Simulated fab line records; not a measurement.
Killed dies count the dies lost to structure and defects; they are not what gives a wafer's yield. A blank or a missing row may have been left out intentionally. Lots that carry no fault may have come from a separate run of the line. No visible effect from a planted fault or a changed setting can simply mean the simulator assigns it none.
Struck lot and sound lot, side by side    flow sky130    15 out of 708 route steps
Sound: the wafers L717.1, L717.2, L717.6. Struck: wafer L716.3 (left out: L716.2, L716.4 of the same lot, which were not struck); the cause appears at the end.
Each step with rows lists, per side, the tool, then ch with its chambers, then its first start. Under that, the readings that differ: sound wafers    struck wafers    difference of the means    sigmas: that difference in standard deviations of wafers without a fault.
alike: words and numbers the same on both sides, and readings whose means are apart by under 2 such deviations; not compared: readings that were withheld, readings missing a value for some wafer, numbers with overlapping values and no deviation given by the record, and bounds like >300 which may hide the same value.
The two part at a step that has a row with sigmas, a row that says differs or no value, or rows on one side only. When numbers do not overlap yet have no deviation, they are printed without sigmas and do not part them. A reading missing from all wafers of one side parts the sides only when that side holds two or more wafers.

SKY_GATE_OXIDE_OVL_MEAS_10:
  sound on overlay-02 at day 15 22:16; struck on overlay-02 at day 15 15:34
  alike: GATE_OXIDE_OVL
then, 2 steps without rows for these wafers: SKY_GATE_OXIDE_IMPLANT_11; SKY_GATE_OXIDE_WET_ETCH_12 (etches SiO2 in dHF, target depth 16.8 nm, time 336 s).
SKY_GATE_OXIDE_STRIP_13: strips in O2/N2.
  sound on plasma_asher-02 ch 0,1, day 15 22:34; struck on plasma_asher-03 ch 0, day 15 15:51
reading                      sound        struck  difference  sigmas
drypump_motor_current_A (A)  5.2 6.2 6.2  5.0     -0.9        -2
  alike: n2_flow_sccm, oes_product_au, strip_time_to_endpoint_s
  not compared: rf_hours_counter_h
SKY_GATE_OXIDE_TW_MEAS_14:
  sound on film_metro-01 at day 15 22:40; struck on film_metro-01 at day 15 15:58
  alike: GATE_OXIDE_TW
then, 3 steps without rows for these wafers: SKY_GATE_OXIDE_CLEAN_15 (cleans in SC1/SC2, time 150 s); SKY_GATE_OXIDE_OXIDATION_16 (stabilise 600 s, purge 300 s, target thk 3.57 nm); SKY_POLY_GATE_CVD_00 (deposits poly-Si, target thk 180 nm, time 720 s).
SKY_POLY_GATE_THK_MEAS_01:
  sound on film_metro-02 at day 16 01:46; struck on film_metro-02 at day 15 19:20
  alike: POLY_GATE_CVD_00_THK
then, 3 steps without rows for these wafers: SKY_RES_PROTECT_DEHYDRATE_00 (time 60 s); SKY_RES_PROTECT_HMDS_01 (prime time 60 s); SKY_RES_PROTECT_COAT_02 (resist thk 1140 nm).
SKY_RES_PROTECT_SOFTBAKE_03: time 60 s.
  sound on litho_track-03 ch 0, day 16 15:22; struck on litho_track-04 ch 0, day 16 09:29
reading                   sound              struck  difference  sigmas
heater_power_total_W (W)  56.59 56.59 56.58  57.33   +0.74       +16
run_length_s (s)          89.42 89.30 89.29  86.96   -2.38       -17
then, 1 step without rows for these wafers: SKY_RES_PROTECT_EXPOSE_04 (exposes mask RPM, target cd 1270 nm).
-- the record jumps here: 31 days lie between the struck wafers' starts before and after (it left off in module RES_PROTECT and takes up again in module PAD_OPEN, whose first step shown is number 708 of the route) --
SKY_PAD_OPEN_PROBE_99:
  sound on prober-02 at day 47 08:05; struck on prober-01 at day 47 05:23
  alike: killed_at_M0_to_M3, killed_at_M4_up, killed_at_contacts, killed_at_front_end, killed_at_other, killed_dies, killed_open, killed_short

## WHERE THEY PART
At SKY_GATE_OXIDE_STRIP_13 first; at SKY_RES_PROTECT_SOFTBAKE_03 last (within this record only). Later steps at which nothing parts them and some readings are alike: SKY_PAD_OPEN_PROBE_99.

WHY: what the simulator had put in
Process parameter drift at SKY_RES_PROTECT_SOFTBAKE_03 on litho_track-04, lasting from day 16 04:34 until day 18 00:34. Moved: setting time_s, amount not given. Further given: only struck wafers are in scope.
